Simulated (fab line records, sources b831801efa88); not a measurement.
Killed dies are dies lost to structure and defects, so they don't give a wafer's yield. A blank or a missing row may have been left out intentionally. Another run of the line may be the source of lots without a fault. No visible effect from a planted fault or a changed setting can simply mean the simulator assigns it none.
Code-filled problem report in 8D (eight disciplines) form -- flow sky130 -- the parts of the form that need people (team, actions taken, sign-off) are left out

1. PROBLEM STATEMENT
LOCAL_INTERCONNECT_TIN_RS at SKY_LOCAL_INTERCONNECT_RS_MEAS_01 reads a mean of 10.83 ohm/sq on 1 wafer of 1 lot; wafers without a fault read 14.09 ohm/sq with a standard deviation of 0.19. Relative to the usual mean, that is a shift of -17 standard deviations.
The step: measures by four-point-probe.
Seen first at day 34 09:07 on filmMetro-03, wafer L307.4. The record holds 39 wafers of 13 lots with a number at this step. Rule for "out" (also "out of limits"): further than 4 standard deviations from the usual mean. Any other wafer with a number is counted as sound.

2. WHAT IT IS AND WHAT IT IS NOT
question,is,is not
which readings at this step,LOCAL_INTERCONNECT_TIN_RS,-
which lots,L307,"L292, L293, L295, L296, L297, L300, L302, L303, L305, L308, L312, L315"
which wafers of those lots,L307.4,"L307.1, L307.6"
read on which gauges,filmMetro-03,"filmMetro-01, filmMetro-02"
when,from day 34 09:07,"up to then (29 sound wafers); but 9 sound wafers of L308, L312, L315 came after"

3. WHAT RULES OUT EACH SUSPECT
Counting: any tool at a process step up to the reading remains a suspect provided it ran every lot that is out. Sound lots after the first of them don't rule it out here, since some wafers of a struck lot are sound.
- the gauge at SKY_LOCAL_INTERCONNECT_RS_MEAS_01 has been ruled out. All the wafers that are out were read on filmMetro-03, but those of them that SKY_LOCAL_INTERCONNECT_SPUTTER_00 has rows for are out there too, on other tools.
- plasmaAsher-02 at SKY_POLY_CUT_STRIP_12 (strips in O2/N2): kept. It processed L307, the lot that is out, at day 29 16:58, and its most recent sound lot before then was L293 at day 25 01:40.
- pvdSputter-04 at SKY_LOCAL_INTERCONNECT_SPUTTER_00 (material TiN, target thk 100 nm, time 83.3 s): kept. It processed L307, the lot that is out, at day 34 09:02, and its most recent sound lot before then was L303 at day 33 10:22. Its own readings are out on those wafers: cathodeDcPowerW.
- The sound lot-mates ran in chamber 0 of plasmaAsher-02 at SKY_POLY_CUT_STRIP_12, but the wafers that are out ran in chamber 1.
The count leaves pvdSputter-04 at SKY_LOCAL_INTERCONNECT_SPUTTER_00 and plasmaAsher-02 at SKY_POLY_CUT_STRIP_12.

4. THE CAUSE (what the simulator had put in)
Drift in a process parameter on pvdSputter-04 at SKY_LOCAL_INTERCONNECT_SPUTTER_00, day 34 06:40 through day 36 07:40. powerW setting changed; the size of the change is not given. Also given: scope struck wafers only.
2 suspects survive the count, and this tool is in that group.

5. THE CHAIN OF EFFECTS, in route order
One row per reading whose mean, taken over the struck wafers that have a number, lies over 3 standard deviations from the usual. Scope: only readings with a usual standard deviation given in the record; hours: median across lots of the time from each lot's start at the first step in this table that gives one to its start at this step; sigmas: change in usual standard deviations.
hours,step,reading,usual,on struck wafers,change,sigmas
0,SKY_LOCAL_INTERCONNECT_SPUTTER_00,cathodeDcPowerW,6500.1 W,8358.9,+1858.8,+99 or more
0,SKY_LOCAL_INTERCONNECT_RS_MEAS_01,LOCAL_INTERCONNECT_TIN_RS,14.09 ohm/sq,10.83,-3.26,-17
0,SKY_LOCAL_INTERCONNECT_THK_MEAS_02,LOCAL_INTERCONNECT_TIN_THK,101.6 nm,131.6,+30.0,+23
28,SKY_LOCAL_INTERCONNECT_METAL_ETCH_14,oesProductAu,0.944 a.u.,1.009,+0.065,+7.6
28,SKY_LOCAL_INTERCONNECT_METAL_ETCH_14,throttleValvePct,21.899 %,21.867,-0.032,-3.4
It contains these process steps:
- SKY_LOCAL_INTERCONNECT_SPUTTER_00: material TiN, target thk 100 nm, time 83.3 s.
- SKY_LOCAL_INTERCONNECT_METAL_ETCH_14: etches TiN in Cl2/BCl3, stops on PSG, target depth 110 nm, time 31.4 s.

6. HOW IT WOULD HAVE BEEN CAUGHT EARLIER
The first out-of-limits reading at a measuring or inspecting step in this record came at day 34 09:07, 2 hours after the fault's start at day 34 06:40.
Tool's own readings at SKY_LOCAL_INTERCONNECT_SPUTTER_00, cathodeDcPowerW: out on all struck wafers the step has rows for; an alarm limit on them would have tripped on the first.
By day 34 09:07, every lot that is out (1) had started SKY_LOCAL_INTERCONNECT_SPUTTER_00 on pvdSputter-04. Tool hold at that time: it would have spared none of them.
